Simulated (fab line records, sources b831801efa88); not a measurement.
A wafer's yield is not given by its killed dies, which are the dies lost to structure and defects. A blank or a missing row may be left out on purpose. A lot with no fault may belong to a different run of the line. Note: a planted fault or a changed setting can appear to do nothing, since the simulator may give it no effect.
Which of the tools did it? ; flow sky130 ; 12 lots, 36 wafers sampled, at 1 step of a route of 708

== WHAT EACH GAUGE READ, for each wafer ==
SKY_METAL1_OVL_MEAS_16.
lot;measured;on;METAL1_OVL (nm)
L075;day 33 21:20;overlay-02;1 2 5
L076;day 33 23:31;overlay-02;-3 -4 0
L079;day 35 22:19;overlay-02;-3 0 2
L081;day 35 23:47;overlay-02;-3 3 9
L084;day 36 07:18;overlay-01;11 8 5
L085;day 36 10:25;overlay-01;-8 -9 -7
L087;day 36 22:23;overlay-02;11 13 8
L089;day 37 12:50;overlay-02;2 -2 2
L091;day 38 07:17;overlay-02;-14 -11 -11
L093;day 39 03:32;overlay-02;7 5 5
L095;day 39 15:11;overlay-02;2 -2 5
L097;day 40 00:44;overlay-01;-3 -4 -1

== TOOL THAT RAN EACH LOT (tool first, then ch and the chambers of the sampled wafers, then the start) ==
Before these readings, the record contains no process step.

== THE ANSWER, worked out from the rows above alone ==
Rule: usual is defined by the lots themselves. The widest of any qualifying gaps counts: lots, ordered by their means at a reading, are off when they make up no more than a third of the lots, leave a main group of 4 or more, and stand apart from it by 3 or more times the standard deviation of that group's means. A main group is skipped when, at the precision printed for the reading in the tables above, its means are all equal. A lot without any number at a reading at which 4 lots or more have one is off too. Any other lot the step has rows for is counted as sound.
No lot is off on any of the readings shown, so nothing can be concluded from this.

== WHAT HAD BEEN PUT IN BY THE SIMULATOR ==
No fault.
